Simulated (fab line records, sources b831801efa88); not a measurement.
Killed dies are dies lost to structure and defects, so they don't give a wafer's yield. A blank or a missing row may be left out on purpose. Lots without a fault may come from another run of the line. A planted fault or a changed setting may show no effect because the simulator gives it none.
Which tool did it? | flow sfq_line | 14 lots, 42 wafers sampled, at 3 steps of a route of 325

WHAT THE GAUGES READ, wafer by wafer
SFQ_I7_BOW_MEAS_946. Usual: I7_BOW 5 um, standard deviation 12.
lot  | measured     | on            | I7_BOW (um) | flag
L300 | day 65 20:36 | film_metro-01 | 17 16 30    |
L301 | day 69 20:11 | film_metro-04 | 8 6 6       |
L304 | day 70 08:56 | film_metro-02 | -5 -3 -1    |
L306 | day 70 12:56 | film_metro-02 | 13 10 19    |
L307 | day 70 14:53 | film_metro-04 | 5 -3 4      |
L309 | day 71 12:56 | film_metro-02 | 10 1 2      |
L310 | day 71 14:53 | film_metro-01 | 14 6 3      |
L311 | day 71 20:53 | film_metro-04 | 16 28 18    |
L312 | day 72 16:07 | film_metro-04 | 16 25 34    |
L314 | day 76 16:15 | film_metro-04 | 10 6 7      |
L320 | day 78 06:09 | film_metro-04 | -11 -9 -2   |
L321 | day 78 12:02 | film_metro-02 | 8 -5 0      |
L322 | day 78 16:54 | film_metro-02 | -2 -13 -25  |
L323 | day 78 18:41 | film_metro-01 | -1 -7 -5    |

WHICH TOOL RAN EACH LOT (tool, then ch and the chambers of the sampled wafers, then the start)
lot  | SFQ_TRILAYER_M2_STRIP_STRIP_061   | SFQ_TRILAYER_C5_LITHO_DEVELOP_153
L300 | rie_metal-04 ch 0,1, day 24 13:55 | litho_track-04 ch 0, day 55 14:28
L301 | rie_metal-03 ch 0,1, day 24 19:55 | litho_track-01 ch 0, day 55 19:14
L304 | rie_metal-03 ch 0,1, day 31 06:32 | litho_track-01 ch 0, day 57 00:01
L306 | rie_metal-02 ch 0,1, day 32 18:09 | litho_track-04 ch 0, day 58 10:01
L307 | rie_metal-03 ch 0,1, day 33 08:33 | litho_track-04 ch 0, day 60 07:40
L309 | rie_metal-02 ch 1, day 34 06:20   | litho_track-04 ch 0, day 62 14:55
L310 | rie_metal-02 ch 1, day 34 09:56   | litho_track-03 ch 0, day 62 17:19
L311 | rie_metal-04 ch 0,1, day 34 22:57 | litho_track-01 ch 0, day 62 21:02
L312 | rie_metal-04 ch 0,1, day 35 05:09 | litho_track-01 ch 0, day 64 05:52
L314 | rie_metal-02 ch 0,1, day 35 21:24 | litho_track-04 ch 0, day 67 06:46
L320 | rie_metal-04 ch 0,1, day 37 09:31 | litho_track-01, day 72 07:53
L321 | rie_metal-02 ch 0,1, day 37 21:31 | litho_track-04, day 73 23:37
L322 | rie_metal-03 ch 0,1, day 40 19:32 | litho_track-03 ch 0, day 74 02:12
L323 | rie_metal-03 ch 0,1, day 41 00:37 | litho_track-03 ch 0, day 74 04:44
- SFQ_TRILAYER_M2_STRIP_STRIP_061: strips in O2.
- SFQ_TRILAYER_C5_LITHO_DEVELOP_153: time 60 s.

WHAT THE TOOLS THEMSELVES READ (means of the sampled wafers that have a number; where no wafer has one, the mark that the record gives instead)
SFQ_TRILAYER_M2_STRIP_STRIP_061. Usual: drypump_motor_current_A 5.9 A, standard deviation 0.39; oes_product_au 1.000 a.u., standard deviation 0.0085.
lot  | tool         | drypump_motor_current_A (A) | oes_product_au (a.u.) | flag
L300 | rie_metal-04 | 5.7                         | 1.002                 |
L301 | rie_metal-03 | 6.2                         | 0.995                 |
L304 | rie_metal-03 | 6.1                         | 1.000                 |
L306 | rie_metal-02 | 6.3                         | 0.996                 |
L307 | rie_metal-03 | 6.1                         | 0.998                 |
L309 | rie_metal-02 | 6.2                         | 0.990                 |
L310 | rie_metal-02 | 6.3                         | 0.995                 |
L311 | rie_metal-04 | 5.4                         | 1.005                 |
L312 | rie_metal-04 | 5.7                         | 1.005                 |
L314 | rie_metal-02 | 6.3                         | 0.992                 |
L320 | rie_metal-04 | 5.5                         | 1.005                 |
L321 | rie_metal-02 | 6.3                         | 1.004                 |
L322 | rie_metal-03 | 6.1                         | 0.994                 |
L323 | rie_metal-03 | 5.9                         | 1.007                 |

SFQ_TRILAYER_C5_LITHO_DEVELOP_153. Usual: chill_plate_temp_C 22.99 C, standard deviation 0.11; exhaust_pa 45.1 Pa, standard deviation 0.85; resist_line_temp_C 23.00 C, standard deviation 0.11.
lot  | tool           | chill_plate_temp_C (C) | exhaust_pa (Pa) | resist_line_temp_C (C) | flag
L300 | litho_track-04 | 23.00                  | 45.2            | 23.17                  |
L301 | litho_track-01 | 22.92                  | 45.0            | 23.02                  |
L304 | litho_track-01 | 22.92                  | 45.6            | 23.14                  |
L306 | litho_track-04 | 23.01                  | 44.9            | 22.99                  |
L307 | litho_track-04 | 23.04                  | 44.8            | 23.04                  |
L309 | litho_track-04 | 23.09                  | 45.1            | 22.92                  |
L310 | litho_track-03 | 22.95                  | 44.3            | 22.97                  |
L311 | litho_track-01 | 22.82                  | 44.6            | 23.05                  |
L312 | litho_track-01 | 23.04                  | 46.1            | 22.92                  |
L314 | litho_track-04 | 22.98                  | 45.8            | 22.94                  |
L320 | litho_track-01 | -                      | -               | -                      | OFF
L321 | litho_track-04 | -                      | -               | -                      | OFF
L322 | litho_track-03 | 22.99                  | 44.6            | 22.84                  |
L323 | litho_track-03 | 23.07                  | 45.1            | 23.07                  |

THE ANSWER, worked out from the rows above alone
Rule: a lot is off if the mean of its wafers that have a number lies more than 3 standard deviations from the usual mean. A lot without any number at a reading at which 4 lots or more have one is off too. The other lots that the step has rows for count as sound. The gauges are gone through in route order, then the tools' own readings, and for those a lot's mean is taken as printed above. The first step at which some lot is off is used, and at that step the reading that is off furthest; a lot without a number counts as furthest.
Off: L320, L321, at SFQ_TRILAYER_C5_LITHO_DEVELOP_153 (chill_plate_temp_C). Without a number there: L320, L321.
A tool fits if, at that step or a process step before it, it ran every lot that is off, and no sound lot after the first of them. None of those tried fits.

WHAT THE SIMULATOR HAD PUT IN
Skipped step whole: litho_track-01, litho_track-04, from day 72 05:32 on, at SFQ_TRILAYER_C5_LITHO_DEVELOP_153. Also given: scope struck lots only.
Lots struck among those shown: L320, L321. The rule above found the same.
